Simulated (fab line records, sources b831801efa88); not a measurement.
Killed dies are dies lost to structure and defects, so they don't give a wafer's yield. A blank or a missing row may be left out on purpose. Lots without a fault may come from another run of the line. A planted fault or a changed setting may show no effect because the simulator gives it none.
Which tool did it? | flow gf180mcu | 24 lots, 72 wafers sampled, at 6 steps of a route of 602

WHAT THE GAUGES READ, wafer by wafer
GF_MIM_RS_MEAS_10: measures by four-point-probe.
lot  | measured     | on            | MIM_ALCU_RS (ohm/sq)
L074 | day 24 11:55 | film_metro-01 | 0.1602 0.1612 0.1616
L075 | day 25 01:44 | film_metro-02 | 0.1592 0.1620 0.1606
L076 | day 25 17:53 | film_metro-02 | 0.1618 0.1605 0.1590
L077 | day 25 18:22 | film_metro-03 | 0.1616 0.1635 0.1616
L078 | day 26 10:35 | film_metro-03 | 0.1645 0.1620 0.1632
L079 | day 26 12:00 | film_metro-01 | 0.1607 0.1612 0.1605
L080 | day 26 19:06 | film_metro-03 | 0.1585 0.1595 0.1618
L081 | day 27 07:38 | film_metro-02 | 0.1593 0.1580 0.1611
L082 | day 27 11:19 | film_metro-02 | 0.1617 0.1624 0.1598
L083 | day 27 13:11 | film_metro-02 | 0.1597 0.1592 0.1613
L084 | day 27 18:23 | film_metro-03 | 0.1623 0.1623 0.1626
L085 | day 28 04:35 | film_metro-02 | 0.1588 0.1606 0.1594
L086 | day 28 10:29 | film_metro-03 | 0.1622 0.1654 0.1618
L087 | day 28 15:46 | film_metro-01 | 0.1609 0.1601 0.1608
L088 | day 29 03:09 | film_metro-02 | 0.1564 0.1563 0.1569
L089 | day 29 06:27 | film_metro-02 | 0.1577 0.1603 0.1613
L090 | day 29 14:34 | film_metro-01 | 0.1597 0.1619 0.1600
L091 | day 29 23:22 | film_metro-03 | 0.1589 0.1603 0.1605
L092 | day 30 00:19 | film_metro-03 | 0.1581 0.1608 0.1575
L093 | day 30 08:01 | film_metro-03 | 0.1613 0.1614 0.1610
L094 | day 30 07:19 | film_metro-03 | 0.1608 0.1583 0.1589
L095 | day 30 21:58 | film_metro-03 | 0.1601 0.1568 0.1569
L096 | day 31 03:13 | film_metro-03 | 0.1572 0.1585 0.1589
L097 | day 31 11:28 | film_metro-02 | 0.1593 0.1630 0.1626

GF_M5_OVL_MEAS_08.
lot  | measured     | on         | M5_OVL (nm)
L074 | day 26 06:28 | overlay-01 | -1 -9 -5
L075 | day 26 20:05 | overlay-02 | 1 7 6
L076 | day 27 10:27 | overlay-01 | -4 -10 -10
L077 | day 27 11:50 | overlay-01 | 1 2 -1
L078 | day 28 03:06 | overlay-02 | -3 3 3
L079 | day 28 05:00 | overlay-01 | -7 -5 -6
L080 | day 28 10:51 | overlay-01 | -3 0 0
L081 | day 28 23:32 | overlay-02 | 6 8 1
L082 | day 29 03:10 | overlay-02 | 3 1 0
L083 | day 29 04:30 | overlay-01 | 4 -4 2
L084 | day 29 09:00 | overlay-02 | -9 -15 -15
L085 | day 29 19:49 | overlay-01 | -5 -5 -11
L086 | day 30 01:21 | overlay-02 | -3 -3 -7
L087 | day 30 06:37 | overlay-01 | -1 -7 -3
L088 | day 30 17:13 | overlay-02 | -9 0 -7
L089 | day 30 19:48 | overlay-01 | -9 -7 -13
L090 | day 31 04:04 | overlay-01 | 7 2 3
L091 | day 31 11:47 | overlay-02 | 7 8 5
L092 | day 31 13:02 | overlay-01 | 6 5 5
L093 | day 31 19:59 | overlay-01 | 10 10 8
L094 | day 31 19:37 | overlay-01 | -9 3 4
L095 | day 32 08:49 | overlay-01 | 0 0 4
L096 | day 32 14:10 | overlay-01 | -4 -6 4
L097 | day 32 21:42 | overlay-02 | -3 -3 1

GF_TOP_METAL_CD_MEAS_14: target cd 440 nm.
lot  | measured     | on        | cd_nm (nm)
L074 | day 28 01:29 | cd_sem-02 | 441.2 441.6 441.0
L075 | day 28 15:15 | cd_sem-01 | 438.9 439.6 440.5
L076 | day 29 04:43 | cd_sem-02 | 441.2 441.0 438.4
L077 | day 29 06:38 | cd_sem-02 | 440.5 440.4 438.8
L078 | day 29 21:46 | cd_sem-01 | 439.6 437.3 439.6
L079 | day 29 23:03 | cd_sem-01 | 436.7 438.8 435.8
L080 | day 30 04:40 | cd_sem-01 | 439.0 438.9 437.9
L081 | day 30 15:16 | cd_sem-01 | 438.9 439.7 440.4
L082 | day 30 19:25 | cd_sem-01 | 440.2 442.7 440.9
L083 | day 30 20:41 | cd_sem-02 | 438.2 438.9 440.4
L084 | day 31 02:10 | cd_sem-01 | 441.4 442.1 439.8
L085 | day 31 10:35 | cd_sem-01 | 443.5 443.6 441.2
L086 | day 31 16:43 | cd_sem-01 | 446.0 446.9 445.6
L087 | day 31 20:12 | cd_sem-01 | 440.0 441.1 441.8
L088 | day 32 06:48 | cd_sem-01 | 441.0 440.6 441.7
L089 | day 32 08:58 | cd_sem-02 | 440.0 441.1 440.5
L090 | day 32 16:48 | cd_sem-02 | 439.9 443.3 439.7
L091 | day 32 23:20 | cd_sem-02 | 441.6 442.1 442.0
L092 | day 33 00:35 | cd_sem-01 | 440.7 438.1 437.2
L093 | day 33 09:29 | cd_sem-02 | 435.1 435.3 436.4
L094 | day 33 09:23 | cd_sem-01 | 436.5 437.3 438.6
L095 | day 33 18:59 | cd_sem-01 | 443.2 443.7 443.9
L096 | day 34 02:04 | cd_sem-01 | 441.9 442.7 444.4
L097 | day 34 07:21 | cd_sem-01 | 439.0 437.2 435.3

WHICH TOOL RAN EACH LOT (tool, then ch and the chambers of the sampled wafers, then the start)
lot  | GF_V3_CMP_04                  | GF_TOP_METAL_SPUTTER_03      | GF_TOP_METAL_SPUTTER_04
L074 | cmp-02 ch 2,3, day 21 09:37   | pvd_sputter-01, day 27 05:44 | pvd_sputter-01, day 27 05:46
L075 | cmp-02 ch 0,2,3, day 22 01:24 | pvd_sputter-02, day 27 19:52 | pvd_sputter-02, day 27 19:53
L076 | cmp-02 ch 0,1,2, day 22 17:47 | pvd_sputter-02, day 28 09:02 | pvd_sputter-02, day 28 09:03
L077 | cmp-02 ch 1,2,3, day 22 18:10 | pvd_sputter-02, day 28 11:00 | pvd_sputter-02, day 28 11:01
L078 | cmp-02 ch 1,2,3, day 23 12:09 | pvd_sputter-02, day 29 02:32 | pvd_sputter-02, day 29 02:34
L079 | cmp-02 ch 2,3, day 23 13:17   | pvd_sputter-03, day 29 04:10 | pvd_sputter-03, day 29 04:11
L080 | cmp-02 ch 0,2,3, day 23 22:37 | pvd_sputter-03, day 29 09:31 | pvd_sputter-03, day 29 09:32
L081 | cmp-02 ch 1,2,3, day 24 11:09 | pvd_sputter-02, day 29 21:28 | pvd_sputter-02, day 29 21:29
L082 | cmp-02 ch 0,1,2, day 24 13:26 | pvd_sputter-03, day 30 01:13 | pvd_sputter-03, day 30 01:14
L083 | cmp-02 ch 0,2,3, day 24 17:04 | pvd_sputter-02, day 30 02:10 | pvd_sputter-02, day 30 02:10
L084 | cmp-01 ch 0,2,3, day 24 23:05 | pvd_sputter-02, day 30 07:13 | pvd_sputter-02, day 30 07:14
L085 | cmp-02 ch 0,2,3, day 25 10:15 | pvd_sputter-01, day 30 16:31 | pvd_sputter-01, day 30 16:32
L086 | cmp-01 ch 0,2,3, day 25 16:44 | pvd_sputter-01, day 30 22:48 | pvd_sputter-01, day 30 22:49
L087 | cmp-02 ch 0,1,2, day 25 22:31 | pvd_sputter-01, day 31 04:11 | pvd_sputter-01, day 31 04:12
L088 | cmp-02 ch 0,1,2, day 26 10:08 | pvd_sputter-01, day 31 14:08 | pvd_sputter-01, day 31 14:09
L089 | cmp-01 ch 1,2,3, day 26 13:42 | pvd_sputter-03, day 31 16:14 | pvd_sputter-03, day 31 16:15
L090 | cmp-02 ch 0,3, day 26 21:34   | pvd_sputter-01, day 32 00:11 | pvd_sputter-01, day 32 00:12
L091 | cmp-02 ch 0,1,2, day 27 05:58 | pvd_sputter-03, day 32 08:13 | pvd_sputter-03, day 32 08:14
L092 | cmp-01 ch 0,2,3, day 27 08:09 | pvd_sputter-03, day 32 09:26 | pvd_sputter-03, day 32 09:26
L093 | cmp-02 ch 0,1,3, day 27 14:34 | pvd_sputter-01, day 32 17:44 | pvd_sputter-01, day 32 17:45
L094 | cmp-02 ch 0,1,3, day 27 16:29 | pvd_sputter-03, day 32 17:26 | pvd_sputter-03, day 32 17:27
L095 | cmp-02 ch 1,2,3, day 28 07:00 | pvd_sputter-02, day 33 03:25 | pvd_sputter-02, day 33 03:26
L096 | cmp-02 ch 1,2,3, day 28 12:50 | pvd_sputter-03, day 33 10:35 | pvd_sputter-03, day 33 10:37
L097 | cmp-02 ch 0,1,3, day 28 21:41 | pvd_sputter-03, day 33 15:50 | pvd_sputter-03, day 33 15:52
- GF_V3_CMP_04: polishes SiO2.
- GF_TOP_METAL_SPUTTER_03: material Ti, target thk 5 nm, time 3.3 s.
- GF_TOP_METAL_SPUTTER_04: material TiN, target thk 25 nm, time 21.1 s.

WHAT THE TOOLS THEMSELVES READ (means of the sampled wafers that have a number; where no wafer has one, the mark that the record gives instead)
GF_V3_CMP_04.
lot  | tool   | head_pressure_psi (psi) | motor_current_A (A) | platen_rpm (rpm) | time_to_endpoint_s (s)
L074 | cmp-02 | 4.002                   | 13.9                | 60.00            | 82
L075 | cmp-02 | 4.001                   | 13.2                | 60.00            | 81
L076 | cmp-02 | 4.006                   | 12.8                | 59.99            | 86
L077 | cmp-02 | 3.993                   | 13.5                | 59.97            | 82
L078 | cmp-02 | 4.008                   | 13.1                | 59.96            | 80
L079 | cmp-02 | 3.996                   | 13.6                | 60.00            | 78
L080 | cmp-02 | 3.996                   | 12.7                | 60.01            | 76
L081 | cmp-02 | 4.003                   | 13.1                | 59.95            | 83
L082 | cmp-02 | 3.993                   | 13.0                | 60.00            | 80
L083 | cmp-02 | 3.988                   | 12.9                | 60.04            | 79
L084 | cmp-01 | 4.002                   | 11.7                | 60.00            | 82
L085 | cmp-02 | 4.000                   | 12.7                | 60.05            | 87
L086 | cmp-01 | 4.001                   | 11.8                | 60.01            | 71
L087 | cmp-02 | 4.001                   | 13.2                | 59.96            | 80
L088 | cmp-02 | 3.998                   | 12.7                | 59.99            | 86
L089 | cmp-01 | 4.001                   | 11.8                | 60.00            | 72
L090 | cmp-02 | 3.999                   | 12.4                | 60.00            | 76
L091 | cmp-02 | 4.000                   | 13.1                | 59.99            | 83
L092 | cmp-01 | 3.989                   | 11.9                | 60.01            | 82
L093 | cmp-02 | 4.004                   | 12.9                | 60.03            | 76
L094 | cmp-02 | 4.004                   | 12.9                | 59.97            | 78
L095 | cmp-02 | 4.004                   | 13.7                | 59.99            | 84
L096 | cmp-02 | 4.002                   | 13.0                | 59.97            | 82
L097 | cmp-02 | 4.000                   | 12.5                | 60.05            | 78

GF_TOP_METAL_SPUTTER_03.
lot  | tool           | throttle_valve_pct (%)
L074 | pvd_sputter-01 | 30.0
L075 | pvd_sputter-02 | 30.3
L076 | pvd_sputter-02 | 31.0
L077 | pvd_sputter-02 | 30.4
L078 | pvd_sputter-02 | 30.8
L079 | pvd_sputter-03 | 29.5
L080 | pvd_sputter-03 | 29.6
L081 | pvd_sputter-02 | 30.5
L082 | pvd_sputter-03 | 30.7
L083 | pvd_sputter-02 | 30.8
L084 | pvd_sputter-02 | 30.0
L085 | pvd_sputter-01 | 29.4
L086 | pvd_sputter-01 | 28.7
L087 | pvd_sputter-01 | 29.3
L088 | pvd_sputter-01 | 29.6
L089 | pvd_sputter-03 | 30.8
L090 | pvd_sputter-01 | 29.3
L091 | pvd_sputter-03 | 30.8
L092 | pvd_sputter-03 | 29.5
L093 | pvd_sputter-01 | 29.0
L094 | pvd_sputter-03 | 30.6
L095 | pvd_sputter-02 | 30.9
L096 | pvd_sputter-03 | 31.6
L097 | pvd_sputter-03 | 29.5

GF_TOP_METAL_SPUTTER_04.
lot  | tool           | throttle_valve_pct (%)
L074 | pvd_sputter-01 | 29.8
L075 | pvd_sputter-02 | 30.7
L076 | pvd_sputter-02 | 31.0
L077 | pvd_sputter-02 | 30.4
L078 | pvd_sputter-02 | 30.9
L079 | pvd_sputter-03 | 29.6
L080 | pvd_sputter-03 | 29.5
L081 | pvd_sputter-02 | 30.6
L082 | pvd_sputter-03 | 30.7
L083 | pvd_sputter-02 | 30.8
L084 | pvd_sputter-02 | 30.0
L085 | pvd_sputter-01 | 29.3
L086 | pvd_sputter-01 | 28.8
L087 | pvd_sputter-01 | 29.4
L088 | pvd_sputter-01 | 29.6
L089 | pvd_sputter-03 | 30.7
L090 | pvd_sputter-01 | 29.1
L091 | pvd_sputter-03 | 30.7
L092 | pvd_sputter-03 | 29.7
L093 | pvd_sputter-01 | 29.2
L094 | pvd_sputter-03 | 30.7
L095 | pvd_sputter-02 | 30.9
L096 | pvd_sputter-03 | 31.8
L097 | pvd_sputter-03 | 29.5

THE ANSWER, worked out from the rows above alone
Rule: what is usual is taken from the lots themselves. Put in order of their means at a reading, lots are off if they are a third of the lots or fewer, leave a main group of 4 or more, and stand apart from it by a gap of 3 or more times the standard deviation of the main group's means; of several such gaps the widest counts. A main group whose means are all the same, to the digits that the tables above print for the reading, isn't used. A lot without any number at a reading at which 4 lots or more have one is off too. The other lots that the step has rows for count as sound. The gauges are gone through in route order, then the tools' own readings, and for those a lot's mean is taken as printed above. The first step at which some lot is off is used, and at that step the reading that is off furthest; a lot without a number counts as furthest.
No lot is off at any reading shown: from this, nothing can be told.

WHAT THE SIMULATOR HAD PUT IN
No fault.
